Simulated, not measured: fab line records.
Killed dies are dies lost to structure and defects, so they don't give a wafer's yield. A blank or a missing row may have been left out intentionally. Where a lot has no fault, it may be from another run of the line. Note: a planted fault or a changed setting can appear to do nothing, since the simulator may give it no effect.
Struck lot and sound lot, side by side || flow sky130 || 19 out of 708 route steps
Sound: wafers L669.2, L669.3, L669.5. Struck: wafers L680.2, L680.4, L680.6. The cause is named last.
Each step with rows lists, per side, the tool, then ch with its chambers, then its first start. Under that, the readings that differ: sound wafers || struck wafers || difference of the means || sigmas: that difference in standard deviations of wafers without a fault.
alike: a reading whose means differ by less than 2 such deviations, as well as words and numbers matching on both sides. not compared: withheld readings; readings where some wafer has no value; bounds like >300 that might hide an equal value; numbers whose values overlap and for which the record gives no deviation.
A row with sigmas, a row that says differs or no value, or rows on one side alone: a step with any of these is where the two part. When numbers do not overlap yet have no deviation, they are printed without sigmas and do not part them. Lack of a reading on every wafer of one side parts them only where that side has two or more wafers.

first, 1 step without rows for these wafers: SKY_LDD_HVP_IMPLANT_08.
SKY_LDD_HVP_STRIP_09: strips in O2/N2.
  sound on plasma-asher-04 ch 0,1, day 21 13:49; struck on plasma-asher-04 ch 0, day 25 18:13
  alike: drypump-motor-current-A, n2-flow-sccm, oes-product-au, strip-time-to-endpoint-s
  not compared: rf-hours-counter-h
SKY_LDD_HVP_TW_MEAS_10:
  sound on film-metro-01 at day 21 13:55; struck on film-metro-04 at day 25 18:19
  alike: LDD_HVP_TW
then, 7 steps without rows for these wafers: SKY_LDD_LDN_DEHYDRATE_00 (time 60 s); SKY_LDD_LDN_HMDS_01 (prime time 60 s); SKY_LDD_LDN_COAT_02 (resist thk 1140 nm); SKY_LDD_LDN_SOFTBAKE_03 (time 60 s); SKY_LDD_LDN_EXPOSE_04 (exposes mask LDNTM, target cd 700 nm); SKY_LDD_LDN_PEB_05; SKY_LDD_LDN_DEVELOP_06 (develop time 60 s).
SKY_LDD_LDN_OVL_MEAS_07:
  sound on overlay-02 at day 22 19:56; struck on overlay-01 at day 26 23:07
  alike: LDD_LDN_OVL
then, 1 step without rows for these wafers: SKY_LDD_LDN_IMPLANT_08.
SKY_LDD_LDN_IMPLANT_09:
  sound on implanter-01 ch 0, day 22 20:08; struck on implanter-03 ch 0, day 26 23:19
{"reading": "dose-ions-cm2", "sound": "1.2488e+13 1.2498e+13 1.2492e+13", "struck": "1.8499e+13 1.8511e+13 1.8514e+13", "difference": "+6.0153e+12", "sigmas": "+99 or more"}
{"reading": "faraday-current-uA", "sound": "69.6 74.1 71.6", "struck": "108.6 105.5 102.3", "difference": "+33.7", "sigmas": "+24"}
  alike: beam-on-s, rotation-deg
then, 2 steps without rows for these wafers: SKY_LDD_LDN_IMPLANT_10; SKY_LDD_LDN_IMPLANT_11.
SKY_LDD_LDN_STRIP_12: strips in O2/N2.
  sound on plasma-asher-01 ch 1, day 22 20:34; struck on plasma-asher-02 ch 0,1, day 26 23:44
{"reading": "drypump-motor-current-A (A)", "sound": "6.3 6.3 6.3", "struck": "5.7 4.8 4.9", "difference": -1.2, "sigmas": -2}
  alike: n2-flow-sccm, oes-product-au, strip-time-to-endpoint-s
  not compared: rf-hours-counter-h
SKY_LDD_LDN_TW_MEAS_13:
  sound on film-metro-03 at day 22 20:40; struck on film-metro-03 at day 27 00:05
{"reading": "LDD_LDN_TW", "sound": "1467 1471 1462", "struck": "1506 1499 1511", "difference": "+39", "sigmas": "+4"}
  not compared: hold
then, 1 step without rows for these wafers: SKY_LDD_LDN_CLEAN_14 (cleans in SC1/SC2, time 150 s).
-- record jumps: 22 days separate the struck wafers' starts on either side; left off in module LDD_LDN, taken up again in module PAD_OPEN, whose first shown step is the route's number 708 --
SKY_PAD_OPEN_PROBE_99:
  sound on prober-02 at day 45 14:32; struck on prober-01 at day 48 14:28
{"reading": "model.etest.tip-sonos.rs-ohm-sq", "sound": "2553 2581 2582", "struck": "2464 2458 2472", "difference": -107, "sigmas": ""}
  alike: killed_at_M0_to_M3, killed_at_M4_up, killed-at-contacts, killed-at-front-end, killed-at-other, killed-dies, killed-open, killed-short

## WHERE THEY PART
Earliest at SKY_LDD_LDN_IMPLANT_09; latest, in this record, at SKY_LDD_LDN_TW_MEAS_13. Later steps at which nothing parts them and some readings are alike: SKY_PAD_OPEN_PROBE_99.

WHY: what the simulator had put in
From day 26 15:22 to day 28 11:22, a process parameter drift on implanter-03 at SKY_LDD_LDN_IMPLANT_09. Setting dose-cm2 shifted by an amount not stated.
